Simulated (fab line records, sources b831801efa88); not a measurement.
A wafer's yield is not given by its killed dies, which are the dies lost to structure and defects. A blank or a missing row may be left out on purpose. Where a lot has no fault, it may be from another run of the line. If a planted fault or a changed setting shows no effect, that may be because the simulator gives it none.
fab line records :: flow sfq-line
[record]
  lots = 5
  wafers = 15
  last-day = 88
route steps=325 shown M3@132 I3@133
lots that met no fault: taken from a fault-free run of the same line
start-h: start of the lot's first displayed wafer, in hours after the record's first day :: wait-h: how many hours have passed since the lot's step before this one :: " identical to the entry in the row above :: L1.1+2: several wafers, shown together as one row :: - no value, or no start was given :: * or withheld: withheld :: < > ~ a bound
route shown NAME@n: a module of which the file shows steps, and the number in the route of the first :: usual: mean/standard deviation of fault-free wafers :: same: alike in all rows :: chamber/n: place in a boat :: sites: readings site by site :: _std_site: the standard deviation of these :: _edge_site: inner sites' mean taken away from outer sites' mean :: radius-mm: how far each site lies from the wafer's centre :: mask NAME#n: copy n :: behind: the last tool/chamber to shape the wafer :: hold: reason for holding the lot/hours on hold/outcome of the hold :: device: the n, p or np transistor that did not switch :: end of line: the tests these same wafers got at the end of their route :: a step without rows: its recipe alone :: killed: dies that structure and defects cost at the first sort, which is not the same as the wafer's yield :: map: shows each die of a wafer: x if killed, . if not, _ if none is there
set.NAME: the run value of the setting; set.NAME@STEP: its run value at that earlier step :: model.NAME: the simulator's own value behind a step, which no gauge read
lots at some steps of the route; a table a step, a row a wafer
services: when a tool's chamber went out of use (start-h, in hours from the record's first day, below 0 if earlier), for how many hours, and the reason
[[steps]]
[step SFQ_TRILAYER_M3_STRIP_SOLV_CLEAN_080]
[recipe]
  chemistry = NMP
  temp-c = 70
  time-s = 600
[step SFQ_TRILAYER_I3_DEP_PECVD_081]
[recipe]
  material = SiO2
  temp-c = 150
  time-s = 111.11
  pressure-torr = 2.4
  rf-w = 183.3
  precursor = SiH4/N2O
  target-thk-nm = 500
[usual]
  heater-power-w = 87/16
  throttle-valve-pct = 23.9/0.99
lot.wafer: L123.2
tool: pecvd-03
chamber: 2
start-h: 682.84
wait-h: 0.0
heater-power-w: 115
throttle-valve-pct: 25.3

lot.wafer: L123.3
tool: pecvd-03
chamber: 0
start-h: 682.84
wait-h: 0.0
heater-power-w: 70
throttle-valve-pct: 22.6

lot.wafer: L123.6
tool: pecvd-03
chamber: 2
start-h: 682.84
wait-h: 0.0
heater-power-w: 98
throttle-valve-pct: 25.6

lot.wafer: L128.3
tool: pecvd-03
chamber: 0
start-h: 741.22
wait-h: 0.0
heater-power-w: 76
throttle-valve-pct: 23.0

lot.wafer: L128.5
tool: pecvd-03
chamber: 2
start-h: 741.22
wait-h: 0.0
heater-power-w: 112
throttle-valve-pct: 25.7

lot.wafer: L128.6
tool: pecvd-03
chamber: 1
start-h: 741.22
wait-h: 0.0
heater-power-w: 74
throttle-valve-pct: 23.2

lot.wafer: L133.1
tool: pecvd-03
chamber: 1
start-h: 798.66
wait-h: 0.0
heater-power-w: 73
throttle-valve-pct: 23.2

lot.wafer: L133.3
tool: pecvd-03
chamber: 2
start-h: 798.66
wait-h: 0.0
heater-power-w: 102
throttle-valve-pct: 25.5

lot.wafer: L133.5
tool: pecvd-03
chamber: 0
start-h: 798.66
wait-h: 0.0
heater-power-w: 80
throttle-valve-pct: 22.9

lot.wafer: L138.1
tool: pecvd-03
chamber: 2
start-h: 847.88
wait-h: 0.0
heater-power-w: 116
throttle-valve-pct: 25.9

lot.wafer: L138.4
tool: pecvd-03
chamber: 0
start-h: 847.88
wait-h: 0.0
heater-power-w: 77
throttle-valve-pct: 22.9

lot.wafer: L138.6
tool: pecvd-03
chamber: 1
start-h: 847.88
wait-h: 0.0
heater-power-w: 66
throttle-valve-pct: 22.9

lot.wafer: L144.2
tool: pecvd-02
chamber: 0
start-h: 906.02
wait-h: 0.0
heater-power-w: 82
throttle-valve-pct: 25.3

lot.wafer: L144.5
tool: pecvd-02
chamber: 2
start-h: 906.02
wait-h: 0.0
heater-power-w: 82
throttle-valve-pct: 24.8

lot.wafer: L144.6
tool: pecvd-02
chamber: 0
start-h: 906.02
wait-h: 0.0
heater-power-w: 84
throttle-valve-pct: 25.5
[step SFQ_TRILAYER_I3_CMP_CMP_082]
[recipe]
  material = SiO2
  down-force-psi = 3
  platen-rpm = 60
  pad-velocity-m-s = 0.94248
[usual]
  motor-current-A = 10.2/0.8
  time-to-endpoint-s = 215/8.1
lot.wafer: L123.2
tool: cmp-02
chamber: 3
start-h: 699.61
wait-h: 16.7
motor-current-A: 11.6
time-to-endpoint-s: 220

lot.wafer: L123.3
tool: cmp-02
chamber: 0
start-h: 699.61
wait-h: 16.7
motor-current-A: 9.9
time-to-endpoint-s: 218

lot.wafer: L123.6
tool: cmp-02
chamber: 1
start-h: 699.61
wait-h: 16.7
motor-current-A: 9.8
time-to-endpoint-s: 221

lot.wafer: L128.3
tool: cmp-01
chamber: 1
start-h: 765.26
wait-h: 24.0
motor-current-A: 10.6
time-to-endpoint-s: 228

lot.wafer: L128.6
tool: cmp-01
chamber: 2
start-h: 765.26
wait-h: 24.0
motor-current-A: 10.9
time-to-endpoint-s: 211

lot.wafer: L128.5
tool: cmp-01
chamber: 3
start-h: 765.26
wait-h: 24.0
motor-current-A: 10.9
time-to-endpoint-s: 206

lot.wafer: L133.3
tool: cmp-02
chamber: 3
start-h: 821.53
wait-h: 22.8
motor-current-A: 11.8
time-to-endpoint-s: 214

lot.wafer: L133.1
tool: cmp-02
chamber: 0
start-h: 821.53
wait-h: 22.8
motor-current-A: 9.5
time-to-endpoint-s: 220

lot.wafer: L133.5
tool: cmp-02
chamber: 3
start-h: 823.53
wait-h: 24.8
motor-current-A: 11.0
time-to-endpoint-s: 215

lot.wafer: L138.4
tool: cmp-02
chamber: 1
start-h: 855.50
wait-h: 7.5
motor-current-A: 10.4
time-to-endpoint-s: 213

lot.wafer: L138.1
tool: cmp-02
chamber: 3
start-h: 856.50
wait-h: 8.6
motor-current-A: 11.2
time-to-endpoint-s: 211

lot.wafer: L138.6
tool: cmp-02
chamber: 1
start-h: 857.50
wait-h: 9.5
motor-current-A: 10.0
time-to-endpoint-s: 210

lot.wafer: L144.2
tool: cmp-01
chamber: 0
start-h: 909.07
wait-h: 3.0
motor-current-A: 9.0
time-to-endpoint-s: 202

lot.wafer: L144.6
tool: cmp-01
chamber: 2
start-h: 910.07
wait-h: 4.0
motor-current-A: 10.0
time-to-endpoint-s: 201

lot.wafer: L144.5
tool: cmp-01
chamber: 3
start-h: 910.07
wait-h: 4.0
motor-current-A: 10.8
time-to-endpoint-s: 199
[step SFQ_I3_BOW_MEAS_922]
[recipe]
  mode = bow
[usual]
  I3_BOW = 1/7.2
lot.wafer: L123.2
tool: film-metro-04
chamber: -
start-h: 701.63
wait-h: 1.5
I3_BOW[um]: -8

lot.wafer: L123.3
tool: film-metro-04
chamber: -
start-h: 701.63
wait-h: 1.5
I3_BOW[um]: -7

lot.wafer: L123.6
tool: film-metro-04
chamber: -
start-h: 701.63
wait-h: 1.5
I3_BOW[um]: -6

lot.wafer: L128.3
tool: film-metro-02
chamber: -
start-h: 766.80
wait-h: 1.0
I3_BOW[um]: 5

lot.wafer: L128.5
tool: film-metro-02
chamber: -
start-h: 766.80
wait-h: 1.0
I3_BOW[um]: 10

lot.wafer: L128.6
tool: film-metro-02
chamber: -
start-h: 766.80
wait-h: 1.0
I3_BOW[um]: -9

lot.wafer: L133.1
tool: film-metro-04
chamber: -
start-h: 824.03
wait-h: 1.5
I3_BOW[um]: 0

lot.wafer: L133.3
tool: film-metro-04
chamber: -
start-h: 824.03
wait-h: 1.5
I3_BOW[um]: 6

lot.wafer: L133.5
tool: film-metro-04
chamber: -
start-h: 824.03
wait-h: 1.5
I3_BOW[um]: -1

lot.wafer: L138.1
tool: film-metro-02
chamber: -
start-h: 858.50
wait-h: 1.5
I3_BOW[um]: -10

lot.wafer: L138.4
tool: film-metro-02
chamber: -
start-h: 858.50
wait-h: 1.5
I3_BOW[um]: -1

lot.wafer: L138.6
tool: film-metro-02
chamber: -
start-h: 858.50
wait-h: 1.5
I3_BOW[um]: 0

lot.wafer: L144.2
tool: film-metro-03
chamber: -
start-h: 911.09
wait-h: 1.5
I3_BOW[um]: -6

lot.wafer: L144.5
tool: film-metro-03
chamber: -
start-h: 911.09
wait-h: 1.5
I3_BOW[um]: 8

lot.wafer: L144.6
tool: film-metro-03
chamber: -
start-h: 911.09
wait-h: 1.5
I3_BOW[um]: 0
[step SFQ_TRILAYER_I3_METRO_MEASURE_083]
[usual]
  thk-nm = 200.1/1.2
lot.wafer: L123.2
tool: film-metro-04
chamber: -
start-h: 701.93
wait-h: 0.3
thk-nm: 200.6

lot.wafer: L123.3
tool: film-metro-04
chamber: -
start-h: 701.93
wait-h: 0.3
thk-nm: 201.4

lot.wafer: L123.6
tool: film-metro-04
chamber: -
start-h: 701.93
wait-h: 0.3
thk-nm: 200.5

lot.wafer: L128.3
tool: film-metro-02
chamber: -
start-h: 767.28
wait-h: 0.5
thk-nm: 203.0

lot.wafer: L128.5
tool: film-metro-02
chamber: -
start-h: 767.28
wait-h: 0.5
thk-nm: 200.1

lot.wafer: L128.6
tool: film-metro-02
chamber: -
start-h: 767.28
wait-h: 0.5
thk-nm: 200.9

lot.wafer: L133.1
tool: film-metro-04
chamber: -
start-h: 824.15
wait-h: 0.1
thk-nm: 201.5

lot.wafer: L133.3
tool: film-metro-04
chamber: -
start-h: 824.15
wait-h: 0.1
thk-nm: 200.7

lot.wafer: L133.5
tool: film-metro-04
chamber: -
start-h: 824.15
wait-h: 0.1
thk-nm: 200.4

lot.wafer: L138.1
tool: film-metro-02
chamber: -
start-h: 858.62
wait-h: 0.1
thk-nm: 200.8

lot.wafer: L138.4
tool: film-metro-02
chamber: -
start-h: 858.62
wait-h: 0.1
thk-nm: 199.4

lot.wafer: L138.6
tool: film-metro-02
chamber: -
start-h: 858.62
wait-h: 0.1
thk-nm: 200.1

lot.wafer: L144.2
tool: film-metro-03
chamber: -
start-h: 911.39
wait-h: 0.3
thk-nm: 198.0

lot.wafer: L144.5
tool: film-metro-03
chamber: -
start-h: 911.39
wait-h: 0.3
thk-nm: 198.0

lot.wafer: L144.6
tool: film-metro-03
chamber: -
start-h: 911.39
wait-h: 0.3
thk-nm: 196.9
[step SFQ_TRILAYER_I3_VIA_LITHO_COAT_090]
[recipe]
  resist = BARC
  spin-rpm = 3000
  resist-thk-nm = 62
[step SFQ_TRILAYER_I3_VIA_LITHO_COAT_085]
[recipe]
  resist = KrF
  spin-rpm = 3000
  resist-thk-nm = 650
[step SFQ_TRILAYER_I3_VIA_LITHO_SOFTBAKE_089]
[recipe]
  temp-c = withheld
  time-s = withheld
  resist = KrF
[step SFQ_TRILAYER_I3_VIA_LITHO_EXPOSE_086]
[recipe]
  mask-id = I3
  na = 0.6
  source-shape = conventional
  sigma-outer = 0.65
  target-cd-nm = 500
  dose-mj = 21.3
[step SFQ_TRILAYER_I3_VIA_LITHO_PEB_088]
[recipe]
  peb-temp-c = 115
  peb-time-s = 60
  resist = KrF
[step SFQ_TRILAYER_I3_VIA_LITHO_DEVELOP_087]
[recipe]
  time-s = 60
  resist = KrF
[step SFQ_I3_OVL_MEAS_923]
[usual]
  I3_OVL = -4/5.9
lot.wafer: L123.2
tool: overlay-02
chamber: -
start-h: 712.48
wait-h: 0.1
I3_OVL[nm]: 3

lot.wafer: L123.3
tool: overlay-02
chamber: -
start-h: 712.48
wait-h: 0.1
I3_OVL[nm]: 3

lot.wafer: L123.6
tool: overlay-02
chamber: -
start-h: 712.48
wait-h: 0.1
I3_OVL[nm]: 5

lot.wafer: L128.3
tool: overlay-01
chamber: -
start-h: 911.04
wait-h: 0.1
I3_OVL[nm]: -2

lot.wafer: L128.5
tool: overlay-01
chamber: -
start-h: 911.04
wait-h: 0.1
I3_OVL[nm]: -7

lot.wafer: L128.6
tool: overlay-01
chamber: -
start-h: 911.04
wait-h: 0.1
I3_OVL[nm]: 3

lot.wafer: L133.1
tool: overlay-02
chamber: -
start-h: 960.17
wait-h: 0.1
I3_OVL[nm]: -10

lot.wafer: L133.3
tool: overlay-02
chamber: -
start-h: 960.17
wait-h: 0.1
I3_OVL[nm]: -12

lot.wafer: L133.5
tool: overlay-02
chamber: -
start-h: 960.17
wait-h: 0.1
I3_OVL[nm]: -14

lot.wafer: L138.1
tool: overlay-01
chamber: -
start-h: 1002.66
wait-h: 0.1
I3_OVL[nm]: -6

lot.wafer: L138.4
tool: overlay-01
chamber: -
start-h: 1002.66
wait-h: 0.1
I3_OVL[nm]: -7

lot.wafer: L138.6
tool: overlay-01
chamber: -
start-h: 1002.66
wait-h: 0.1
I3_OVL[nm]: -6

lot.wafer: L144.2
tool: overlay-01
chamber: -
start-h: 1062.92
wait-h: 0.1
I3_OVL[nm]: -10

lot.wafer: L144.5
tool: overlay-01
chamber: -
start-h: 1062.92
wait-h: 0.1
I3_OVL[nm]: -1

lot.wafer: L144.6
tool: overlay-01
chamber: -
start-h: 1062.92
wait-h: 0.1
I3_OVL[nm]: -8
[step SFQ_TRILAYER_I3_VIA_BARC_OPEN_VIA_ETCH_121]
[recipe]
  mask-material = PR
  chemistry = O2
  target-depth-nm = 125
  target = BARC
  source-w = 500
  bias-w = 80
  pressure-mtorr = 30
  time-s = 41.7
[usual]
  bias-w = 80.02/0.22
  drypump-motor-current-A = 5.9/0.53
  oes-product-au = 0.685/0.0052
  rf-fwd-power-W = 494.8/2.5
lot.wafer: L123.2
tool: rie-diel-02
chamber: 1
start-h: 712.51
wait-h: 0.0
bias-w: 80.13
drypump-motor-current-A: 6.3
oes-product-au: 0.673
rf-fwd-power-W: 497.3
rf-hours-counter-h: 2
model.KrF_of_TRILAYER_I3_VIA_LITHO_COAT_085.thk-nm: 570.7

lot.wafer: L123.3
tool: rie-diel-02
chamber: 3
start-h: 712.51
wait-h: 0.0
bias-w: 79.97
drypump-motor-current-A: 5.6
oes-product-au: 0.673
rf-fwd-power-W: 495.8
rf-hours-counter-h: 0
model.KrF_of_TRILAYER_I3_VIA_LITHO_COAT_085.thk-nm: 570.1

lot.wafer: L123.6
tool: rie-diel-02
chamber: 3
start-h: 712.51
wait-h: 0.0
bias-w: 79.85
drypump-motor-current-A: 5.6
oes-product-au: 0.687
rf-fwd-power-W: 494.1
rf-hours-counter-h: -
model.KrF_of_TRILAYER_I3_VIA_LITHO_COAT_085.thk-nm: 572.7

lot.wafer: L128.3
tool: rie-diel-04
chamber: 2
start-h: 911.06
wait-h: 0.0
bias-w: 79.61
drypump-motor-current-A: 6.4
oes-product-au: 0.684
rf-fwd-power-W: 490.1
rf-hours-counter-h: 26
model.KrF_of_TRILAYER_I3_VIA_LITHO_COAT_085.thk-nm: 571.7

lot.wafer: L128.5
tool: rie-diel-04
chamber: 0
start-h: 911.06
wait-h: 0.0
bias-w: 79.90
drypump-motor-current-A: 6.3
oes-product-au: 0.674
rf-fwd-power-W: 493.7
rf-hours-counter-h: -
model.KrF_of_TRILAYER_I3_VIA_LITHO_COAT_085.thk-nm: 573.1

lot.wafer: L128.6
tool: rie-diel-04
chamber: 3
start-h: 911.06
wait-h: 0.0
bias-w: 80.14
drypump-motor-current-A: 6.7
oes-product-au: 0.688
rf-fwd-power-W: 491.0
rf-hours-counter-h: -
model.KrF_of_TRILAYER_I3_VIA_LITHO_COAT_085.thk-nm: 571.5

lot.wafer: L133.1
tool: rie-diel-04
chamber: 2
start-h: 960.21
wait-h: 0.0
bias-w: 79.93
drypump-motor-current-A: 6.5
oes-product-au: 0.688
rf-fwd-power-W: 493.3
rf-hours-counter-h: 0
model.KrF_of_TRILAYER_I3_VIA_LITHO_COAT_085.thk-nm: 572.3

lot.wafer: L133.3
tool: rie-diel-04
chamber: 3
start-h: 960.21
wait-h: 0.0
bias-w: 79.71
drypump-motor-current-A: 6.7
oes-product-au: 0.684
rf-fwd-power-W: 493.0
rf-hours-counter-h: 5
model.KrF_of_TRILAYER_I3_VIA_LITHO_COAT_085.thk-nm: 572.9

lot.wafer: L133.5
tool: rie-diel-04
chamber: 0
start-h: 960.21
wait-h: 0.0
bias-w: 80.34
drypump-motor-current-A: 6.3
oes-product-au: 0.677
rf-fwd-power-W: 289.5
rf-hours-counter-h: -
model.KrF_of_TRILAYER_I3_VIA_LITHO_COAT_085.thk-nm: 592.2

lot.wafer: L138.1
tool: rie-diel-01
chamber: 1
start-h: 1002.70
wait-h: 0.0
bias-w: 80.05
drypump-motor-current-A: 4.8
oes-product-au: 0.696
rf-fwd-power-W: 495.4
rf-hours-counter-h: 1
model.KrF_of_TRILAYER_I3_VIA_LITHO_COAT_085.thk-nm: 574.5

lot.wafer: L138.4
tool: rie-diel-01
chamber: 0
start-h: 1002.70
wait-h: 0.0
bias-w: 79.82
drypump-motor-current-A: 6.0
oes-product-au: 0.690
rf-fwd-power-W: 494.2
rf-hours-counter-h: 4
model.KrF_of_TRILAYER_I3_VIA_LITHO_COAT_085.thk-nm: 573.2

lot.wafer: L138.6
tool: rie-diel-01
chamber: 0
start-h: 1002.70
wait-h: 0.0
bias-w: 79.99
drypump-motor-current-A: 6.0
oes-product-au: 0.682
rf-fwd-power-W: 497.0
rf-hours-counter-h: -
model.KrF_of_TRILAYER_I3_VIA_LITHO_COAT_085.thk-nm: 573

lot.wafer: L144.2
tool: rie-diel-01
chamber: 2
start-h: 1062.95
wait-h: 0.0
bias-w: 80.06
drypump-motor-current-A: 5.7
oes-product-au: 0.679
rf-fwd-power-W: 500.1
rf-hours-counter-h: 12
model.KrF_of_TRILAYER_I3_VIA_LITHO_COAT_085.thk-nm: 571.5

lot.wafer: L144.5
tool: rie-diel-01
chamber: 0
start-h: 1062.95
wait-h: 0.0
bias-w: 79.86
drypump-motor-current-A: 6.0
oes-product-au: 0.680
rf-fwd-power-W: 495.2
rf-hours-counter-h: -
model.KrF_of_TRILAYER_I3_VIA_LITHO_COAT_085.thk-nm: 573.1

lot.wafer: L144.6
tool: rie-diel-01
chamber: 3
start-h: 1062.95
wait-h: 0.0
bias-w: 79.93
drypump-motor-current-A: 5.8
oes-product-au: 0.683
rf-fwd-power-W: 496.0
rf-hours-counter-h: -
model.KrF_of_TRILAYER_I3_VIA_LITHO_COAT_085.thk-nm: 571.4
[step SFQ_TRILAYER_I3_VIA_ETCH_VIA_ETCH_088]
[recipe]
  target = SiO2
  stop-on = Nb
  mask-material = PR
  taper-deg = 20
  chemistry = CHF3
  target-depth-nm = 260
  source-w = 500
  bias-w = 80
  pressure-mtorr = 30
  time-s = withheld
[usual]
  bias-w = 80.01/0.24
  drypump-motor-current-A = 5.9/0.53
  oes-product-au = 0.854/0.0053
  rf-fwd-power-W = 498.5/1.6
lot.wafer: L123.2
tool: rie-diel-02
chamber: 1
start-h: 712.55
wait-h: 0.0
bias-w: 80.41
drypump-motor-current-A: 6.3
oes-product-au: 0.853
rf-fwd-power-W: 501.2
model.KrF_of_TRILAYER_I3_VIA_LITHO_COAT_085.thk-nm: 526.5

lot.wafer: L123.3
tool: rie-diel-02
chamber: 3
start-h: 712.55
wait-h: 0.0
bias-w: 79.58
drypump-motor-current-A: 5.6
oes-product-au: 0.860
rf-fwd-power-W: 498.4
model.KrF_of_TRILAYER_I3_VIA_LITHO_COAT_085.thk-nm: 525.1

lot.wafer: L123.6
tool: rie-diel-02
chamber: 3
start-h: 712.55
wait-h: 0.0
bias-w: 79.87
drypump-motor-current-A: 5.6
oes-product-au: 0.857
rf-fwd-power-W: 498.8
model.KrF_of_TRILAYER_I3_VIA_LITHO_COAT_085.thk-nm: 527.8

lot.wafer: L128.3
tool: rie-diel-04
chamber: 2
start-h: 911.10
wait-h: 0.0
bias-w: 79.72
drypump-motor-current-A: 6.5
oes-product-au: 0.859
rf-fwd-power-W: 497.5
model.KrF_of_TRILAYER_I3_VIA_LITHO_COAT_085.thk-nm: 526.9

lot.wafer: L128.5
tool: rie-diel-04
chamber: 0
start-h: 911.10
wait-h: 0.0
bias-w: 79.99
drypump-motor-current-A: 6.3
oes-product-au: 0.854
rf-fwd-power-W: 497.0
model.KrF_of_TRILAYER_I3_VIA_LITHO_COAT_085.thk-nm: 528.7

lot.wafer: L128.6
tool: rie-diel-04
chamber: 3
start-h: 911.10
wait-h: 0.0
bias-w: 79.77
drypump-motor-current-A: 6.7
oes-product-au: 0.854
rf-fwd-power-W: 497.3
model.KrF_of_TRILAYER_I3_VIA_LITHO_COAT_085.thk-nm: 527.4

lot.wafer: L133.1
tool: rie-diel-04
chamber: 2
start-h: 960.25
wait-h: 0.0
bias-w: 80.18
drypump-motor-current-A: 6.4
oes-product-au: 0.851
rf-fwd-power-W: 495.3
model.KrF_of_TRILAYER_I3_VIA_LITHO_COAT_085.thk-nm: 528

lot.wafer: L133.3
tool: rie-diel-04
chamber: 3
start-h: 960.25
wait-h: 0.0
bias-w: 79.80
drypump-motor-current-A: 6.7
oes-product-au: 0.855
rf-fwd-power-W: 500.2
model.KrF_of_TRILAYER_I3_VIA_LITHO_COAT_085.thk-nm: 528.5

lot.wafer: L133.5
tool: rie-diel-04
chamber: 0
start-h: 960.25
wait-h: 0.0
bias-w: 79.48
drypump-motor-current-A: 6.3
oes-product-au: 0.847
rf-fwd-power-W: 497.9
model.KrF_of_TRILAYER_I3_VIA_LITHO_COAT_085.thk-nm: 547.6

lot.wafer: L138.1
tool: rie-diel-01
chamber: 1
start-h: 1002.74
wait-h: 0.0
bias-w: 80.51
drypump-motor-current-A: 4.8
oes-product-au: 0.855
rf-fwd-power-W: 501.7
model.KrF_of_TRILAYER_I3_VIA_LITHO_COAT_085.thk-nm: 530.3

lot.wafer: L138.4
tool: rie-diel-01
chamber: 0
start-h: 1002.74
wait-h: 0.0
bias-w: 79.79
drypump-motor-current-A: 6.0
oes-product-au: 0.852
rf-fwd-power-W: 498.9
model.KrF_of_TRILAYER_I3_VIA_LITHO_COAT_085.thk-nm: 528.3

lot.wafer: L138.6
tool: rie-diel-01
chamber: 0
start-h: 1002.74
wait-h: 0.0
bias-w: 79.91
drypump-motor-current-A: 6.0
oes-product-au: 0.842
rf-fwd-power-W: 499.9
model.KrF_of_TRILAYER_I3_VIA_LITHO_COAT_085.thk-nm: 527.9

lot.wafer: L144.2
tool: rie-diel-01
chamber: 2
start-h: 1062.99
wait-h: 0.0
bias-w: 79.91
drypump-motor-current-A: 5.7
oes-product-au: 0.856
rf-fwd-power-W: 498.2
model.KrF_of_TRILAYER_I3_VIA_LITHO_COAT_085.thk-nm: 526.3

lot.wafer: L144.5
tool: rie-diel-01
chamber: 0
start-h: 1062.99
wait-h: 0.0
bias-w: 79.86
drypump-motor-current-A: 6.0
oes-product-au: 0.847
rf-fwd-power-W: 500.4
model.KrF_of_TRILAYER_I3_VIA_LITHO_COAT_085.thk-nm: 527.5

lot.wafer: L144.6
tool: rie-diel-01
chamber: 3
start-h: 1062.99
wait-h: 0.0
bias-w: 79.93
drypump-motor-current-A: 5.8
oes-product-au: 0.843
rf-fwd-power-W: 498.4
model.KrF_of_TRILAYER_I3_VIA_LITHO_COAT_085.thk-nm: 525.4
[step SFQ_TRILAYER_I3_VIA_STRIP_STRIP_089]
[recipe]
  gas = O2
  power-w = 200
  platen-temp-c = 40
  overash-fraction = 0.65
  chemistry = O2
  pressure-mtorr = 50
[usual]
  drypump-motor-current-A = 5.50/0.26
  oes-product-au = 1.001/0.011
[same]
  overash-fraction = 0.65
lot.wafer: L123.2
tool: rie-metal-01
chamber: 1
start-h: 712.67
wait-h: -
drypump-motor-current-A: 5.61
oes-product-au: 1.009
rf-hours-counter-h: 149

lot.wafer: L123.3
tool: rie-metal-01
chamber: 1
start-h: 712.67
wait-h: -
drypump-motor-current-A: 5.58
oes-product-au: 1.015
rf-hours-counter-h: -

lot.wafer: L123.6
tool: rie-metal-01
chamber: 1
start-h: 712.67
wait-h: -
drypump-motor-current-A: 5.54
oes-product-au: 1.020
rf-hours-counter-h: -

lot.wafer: L128.3
tool: rie-metal-03
chamber: 0
start-h: 911.41
wait-h: -
drypump-motor-current-A: 5.15
oes-product-au: 1.013
rf-hours-counter-h: -

lot.wafer: L128.5
tool: rie-metal-03
chamber: 0
start-h: 911.41
wait-h: -
drypump-motor-current-A: 5.16
oes-product-au: 1.011
rf-hours-counter-h: -

lot.wafer: L128.6
tool: rie-metal-03
chamber: 1
start-h: 911.41
wait-h: -
drypump-motor-current-A: 5.80
oes-product-au: 1.010
rf-hours-counter-h: -

lot.wafer: L133.1
tool: rie-metal-01
chamber: 0
start-h: 960.36
wait-h: -
drypump-motor-current-A: 5.37
oes-product-au: 0.979
rf-hours-counter-h: 57

lot.wafer: L133.3
tool: rie-metal-01
chamber: 0
start-h: 960.36
wait-h: -
drypump-motor-current-A: 5.36
oes-product-au: 0.982
rf-hours-counter-h: -

lot.wafer: L133.5
tool: rie-metal-01
chamber: 1
start-h: 960.36
wait-h: -
drypump-motor-current-A: 5.63
oes-product-au: 0.994
rf-hours-counter-h: -

lot.wafer: L138.1
tool: rie-metal-01
chamber: 1
start-h: 1002.85
wait-h: -
drypump-motor-current-A: 5.59
oes-product-au: 1.009
rf-hours-counter-h: 20

lot.wafer: L138.4
tool: rie-metal-01
chamber: 1
start-h: 1002.85
wait-h: -
drypump-motor-current-A: 5.59
oes-product-au: 0.999
rf-hours-counter-h: -

lot.wafer: L138.6
tool: rie-metal-01
chamber: 0
start-h: 1002.85
wait-h: -
drypump-motor-current-A: 5.42
oes-product-au: 0.993
rf-hours-counter-h: -

lot.wafer: L144.2
tool: rie-metal-03
chamber: 0
start-h: 1063.10
wait-h: -
drypump-motor-current-A: 5.17
oes-product-au: 1.004
rf-hours-counter-h: 75

lot.wafer: L144.5
tool: rie-metal-03
chamber: 1
start-h: 1063.10
wait-h: -
drypump-motor-current-A: 5.80
oes-product-au: 1.001
rf-hours-counter-h: -

lot.wafer: L144.6
tool: rie-metal-03
chamber: 0
start-h: 1063.10
wait-h: -
drypump-motor-current-A: 5.14
oes-product-au: 1.011
rf-hours-counter-h: -
[[services]]
tool: rie-diel-04
chamber: -
start-h: 660.24
hours: 2.8
kind: pm

tool: pecvd-03
chamber: 1
start-h: 665.24
hours: 4.7
kind: repair

tool: cmp-02
chamber: -
start-h: 669.21
hours: 0.2
kind: repair

tool: rie-diel-04
chamber: 1
start-h: 676.77
hours: 6.1
kind: repair

tool: rie-diel-01
chamber: 1
start-h: 698.78
hours: 5.5
kind: repair

tool: cmp-02
chamber: -
start-h: 704.36
hours: 4.5
kind: repair

tool: rie-diel-04
chamber: 2
start-h: 716.45
hours: 2.7
kind: repair

tool: cmp-02
chamber: -
start-h: 717.12
hours: 0.3
kind: repair

tool: rie-diel-04
chamber: 0
start-h: 766.05
hours: 8.3
kind: repair

tool: rie-diel-04
chamber: -
start-h: 812.17
hours: 1.0
kind: repair

tool: rie-diel-01
chamber: 3
start-h: 812.27
hours: 2.7
kind: repair

tool: rie-diel-04
chamber: 2
start-h: 813.09
hours: 16.0
kind: repair

tool: rie-diel-04
chamber: -
start-h: 831.80
hours: 1.1
kind: repair

tool: rie-diel-04
chamber: -
start-h: 859.38
hours: 28.1
kind: pm

tool: rie-diel-01
chamber: 2
start-h: 868.69
hours: 8.3
kind: repair

tool: pecvd-03
chamber: -
start-h: 871.29
hours: 0.9
kind: repair

tool: rie-diel-04
chamber: -
start-h: 897.45
hours: 0.4
kind: repair

tool: rie-diel-04
chamber: 1
start-h: 900.31
hours: 5.4
kind: repair

tool: pecvd-03
chamber: -
start-h: 923.62
hours: 5.3
kind: repair

tool: rie-diel-01
chamber: -
start-h: 936.81
hours: 0.3
kind: repair

tool: pecvd-03
chamber: -
start-h: 981.58
hours: 1.6
kind: repair

tool: rie-diel-04
chamber: 2
start-h: 1045.09
hours: 3.6
kind: repair

tool: pecvd-03
chamber: -
start-h: 1051.58
hours: 2.8
kind: pm

tool: pecvd-03
chamber: -
start-h: 1058.79
hours: 0.5
kind: repair
[[key]]
[first-sign]
  step = SFQ_TRILAYER_I3_VIA_BARC_OPEN_VIA_ETCH_121
  reading = rf-fwd-power-W
  direction = down
  sigmas = 83
  usual = 494.8
  struck = 289.5
effect none on later readings
[model-effect]
  step = SFQ_TRILAYER_I3_VIA_BARC_OPEN_VIA_ETCH_121
  value = KrF_of_TRILAYER_I3_VIA_LITHO_COAT_085.thk-nm
  without = 573.5
  struck = 592.2
[model-effect]
  step = SFQ_TRILAYER_I3_VIA_ETCH_VIA_ETCH_088
  value = KrF_of_TRILAYER_I3_VIA_LITHO_COAT_085.thk-nm
  without = 528.8
  struck = 547.6
met-at SFQ_TRILAYER_I3_VIA_BARC_OPEN_VIA_ETCH_121
struck-wafers L133.5
onset-between 911.06 960.21
[fault]
  kind = process-parameter-drift
  tool = rie-diel-04
  chamber = 0
  onset-h = 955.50
  steps = SFQ_TRILAYER_I3_VIA_BARC_OPEN_VIA_ETCH_121
  channel = source-w
  offset = -200
  shape = step
  end-h = 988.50
  acts-in = these-recipes-only
  stated = 500
